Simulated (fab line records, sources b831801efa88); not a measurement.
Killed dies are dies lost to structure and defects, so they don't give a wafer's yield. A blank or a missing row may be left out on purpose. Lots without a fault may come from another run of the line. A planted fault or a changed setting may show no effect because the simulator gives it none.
A struck lot beside a sound one | flow sfq_line | 19 steps out of a route of 325
Sound: wafers L479.2, L479.3, L479.4. Struck: wafer L470.2. (L470.4 of the same lot was not struck and is left out.) The cause comes at the end.
At each step with rows: each side's tool, then ch and its chambers, then its first start. Under that, the readings that differ: sound wafers | struck wafers | difference of the means | sigmas: that difference in standard deviations of wafers without a fault.
alike: readings whose means differ by less than 2 such deviations, and words and numbers that are the same on both sides. not compared: withheld readings, readings that some wafer has no value for, bounds like >300 that may hide the same value, and numbers for which the record gives no deviation and whose values overlap.
The two part at a step that has a row with sigmas, a row that says differs or no value, or rows on one side only. Numbers that don't overlap but have no deviation are shown without sigmas and don't part them. A reading that every wafer of one side lacks parts them only if that side has two wafers or more.

first, 4 steps without rows for these wafers: SFQ_TRILAYER_L0_LITHO_SOFTBAKE_009; SFQ_TRILAYER_L0_LITHO_EXPOSE_006 (exposes mask L0, target cd 2000 nm); SFQ_TRILAYER_L0_LITHO_PEB_008 (peb time 60 s); SFQ_TRILAYER_L0_LITHO_DEVELOP_007 (time 60 s).
SFQ_TRILAYER_L0_BARC_OPEN_METAL_ETCH_010: etches BARC in O2, target depth 125 nm, time 41.7 s.
  sound on rie_metal-02 ch 0,1, day 6 01:38; struck on rie_metal-01 ch 1, day 4 02:25
  alike: drypump_motor_current_A, oes_product_au, rf_fwd_power_W
  not compared: rf_hours_counter_h
SFQ_TRILAYER_L0_ETCH_METAL_ETCH_008: etches MoNx KI in SF6/O2, stops on SiO2, target depth 50 nm, time 25 s.
  sound on rie_metal-02 ch 0,1, day 6 01:42; struck on rie_metal-01 ch 1, day 4 02:29
  alike: drypump_motor_current_A, oes_product_au, rf_fwd_power_W
  not compared: rf_hours_counter_h
SFQ_TRILAYER_L0_STRIP_STRIP_009: strips in O2.
  sound on rie_metal-02 ch 0,1, day 6 01:44; struck on rie_metal-01 ch 1, day 4 02:31
  alike: drypump_motor_current_A, oes_product_au
  not compared: rf_hours_counter_h
then, 1 step without rows for these wafers: SFQ_TRILAYER_L0_STRIP_SOLV_CLEAN_010 (cleans in NMP, time 600 s).
SFQ_TRILAYER_L0_CAP_PECVD_011: deposits SiO2 from SiH4/N2O, time 13.333 s, target thk 60 nm.
  sound on pecvd-04 ch 0,2, day 6 02:31; struck on pecvd-02 ch 2, day 4 03:18
  alike: heater_power_w, rf_fwd_power_W, throttle_valve_pct
then, 3 steps without rows for these wafers: SFQ_TRILAYER_L0_VIA_LITHO_COAT_018 (resist thk 62 nm); SFQ_TRILAYER_L0_VIA_LITHO_COAT_013 (resist thk 650 nm); SFQ_TRILAYER_L0_VIA_LITHO_SOFTBAKE_017.
-- the record jumps here: 3 days lie between the struck wafers' starts before and after --
SFQ_TRILAYER_L0_VIA_LITHO_EXPOSE_014: exposes mask L0V, target cd 700 nm.
  sound on krf_scanner-01 ch 0, day 10 23:52; struck on krf_scanner-01 ch 0, day 7 06:57
  alike: mask
then, 2 steps without rows for these wafers: SFQ_TRILAYER_L0_VIA_LITHO_PEB_016 (peb time 60 s); SFQ_TRILAYER_L0_VIA_LITHO_DEVELOP_015 (time 60 s).
SFQ_L0V_OVL_MEAS_903:
  sound on overlay-02, day 11 01:11; struck on overlay-02, day 7 08:15
  alike: L0V_OVL
SFQ_TRILAYER_L0_VIA_BARC_OPEN_VIA_ETCH_021: etches BARC in O2, target depth 125 nm, time 41.7 s.
  sound on rie_diel-03 ch 0,1,3, day 11 01:13; struck on rie_diel-03 ch 2, day 7 08:17
  reading                | sound             | struck | difference | sigmas
  rf_hours_counter_h (h) | 136 72 8          | 1      | -71        |
  model.L0V.cd_nm (nm)   | 699.1 699.4 699.9 | 749.3  | +49.8      |
  alike: drypump_motor_current_A, oes_product_au, rf_fwd_power_W
SFQ_TRILAYER_L0_VIA_ETCH_VIA_ETCH_016: etches SiO2 in CHF3, stops on MoNx KI, target depth 80 nm.
  sound on rie_diel-03 ch 0,1,3, day 11 01:15; struck on rie_diel-03 ch 2, day 7 08:19
  reading               | sound             | struck | difference | sigmas
  oes_product_au (a.u.) | 0.840 0.851 0.845 | 0.827  | -0.018     | -2
  model.L0V.cd_nm (nm)  | 699.1 699.3 699.8 | 749    | +50        |
  alike: drypump_motor_current_A, rf_fwd_power_W
SFQ_TRILAYER_L0_VIA_STRIP_STRIP_017: strips in O2.
  sound on rie_metal-01 ch 0,1, day 11 01:17; struck on rie_metal-04 ch 1, day 7 08:22
  alike: drypump_motor_current_A, oes_product_au
  not compared: rf_hours_counter_h

WHERE THEY PART
Only at SFQ_TRILAYER_L0_VIA_ETCH_VIA_ETCH_016, within this record. Later steps at which nothing parts them and some readings are alike: SFQ_TRILAYER_L0_VIA_STRIP_STRIP_017.

WHY: what the simulator had put in
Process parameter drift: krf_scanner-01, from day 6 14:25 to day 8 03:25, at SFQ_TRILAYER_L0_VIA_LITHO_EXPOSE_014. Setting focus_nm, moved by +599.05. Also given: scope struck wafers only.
